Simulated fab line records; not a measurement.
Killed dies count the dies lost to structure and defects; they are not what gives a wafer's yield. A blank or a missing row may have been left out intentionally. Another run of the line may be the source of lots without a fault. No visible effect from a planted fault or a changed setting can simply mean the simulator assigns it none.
A single fault, viewed from 2 desks | flow gf180mcu | what lay behind the numbers comes last; until then each desk has only its own

THE TOOL OWNER'S DESK: lithoTrack-03
The tool's own readings at GF_DUAL_GATE_DEVELOP_10 (develop time 60 s): means of the sampled wafers that have a number, for each lot that ran on this tool. Marked OUT: a lot whose mean sits more than 4 standard deviations from the usual mean, which makes it out of limits; the brackets give that distance.
Columns: A = exhaustPa at GF_DUAL_GATE_DEVELOP_10, usual 45.1 Pa
lot  | first seen here | A
L597 | day 8 19:26     | 44.6
L600 | day 9 07:56     | 45.1
L605 | day 10 11:26    | 46.1
L614 | day 13 21:26    | 45.5
L615 | day 14 06:53    | 43.8
L620 | day 15 15:41    | 44.2
This desk's finding: nothing out of limits on any of the 6 lots.

METROLOGY DESK
Lot by lot, what the gauges showed, no matter which tool ran the lot: averages of those sampled wafers that carry a number. Marked OUT: a lot whose mean sits more than 4 standard deviations from the usual mean, which makes it out of limits; the brackets give that distance.
Columns: A = DNWELL_TW at GF_DNWELL_TW_MEAS_09, usual 1344; B = DUAL_GATE_OVL at GF_DUAL_GATE_OVL_MEAS_11, usual -0.2 nm; C = CONTACT_CVD_00_THK at GF_CONTACT_THK_MEAS_01, usual 299 nm
lot  | first seen here | A    | B    | C
L598 | day 3 05:32     | 1333 | 0.5  | 304
L597 | day 3 05:50     | 1337 | -0.1 | 298
L600 | day 3 18:42     | 1338 | 0.7  | 301
L605 | day 4 14:08     | 1338 | -1.2 | 303
L610 | day 5 20:48     | 1379 | -0.6 | 297
L611 | day 6 02:29     | 1343 | -0.9 | 301
L612 | day 6 08:35     | 1333 | 2.0  | 303
L613 | day 6 08:54     | 1376 | -1.5 | 296
L614 | day 7 01:04     | 1374 | -0.7 | 294
L615 | day 7 09:12     | 1331 | -1.8 | 299
L617 | day 7 18:51     | 1370 | -1.0 | 300
L619 | day 8 07:43     | 1342 | 0.1  | 300
L620 | day 8 09:22     | 1324 | -1.1 | 301
This desk's finding: nothing out of limits on any of the 13 lots.

BROUGHT TOGETHER
The tool owner's desk saw nothing out of limits.
Metrology desk: nothing out of limits seen.

WHAT THE SIMULATOR PUT IN
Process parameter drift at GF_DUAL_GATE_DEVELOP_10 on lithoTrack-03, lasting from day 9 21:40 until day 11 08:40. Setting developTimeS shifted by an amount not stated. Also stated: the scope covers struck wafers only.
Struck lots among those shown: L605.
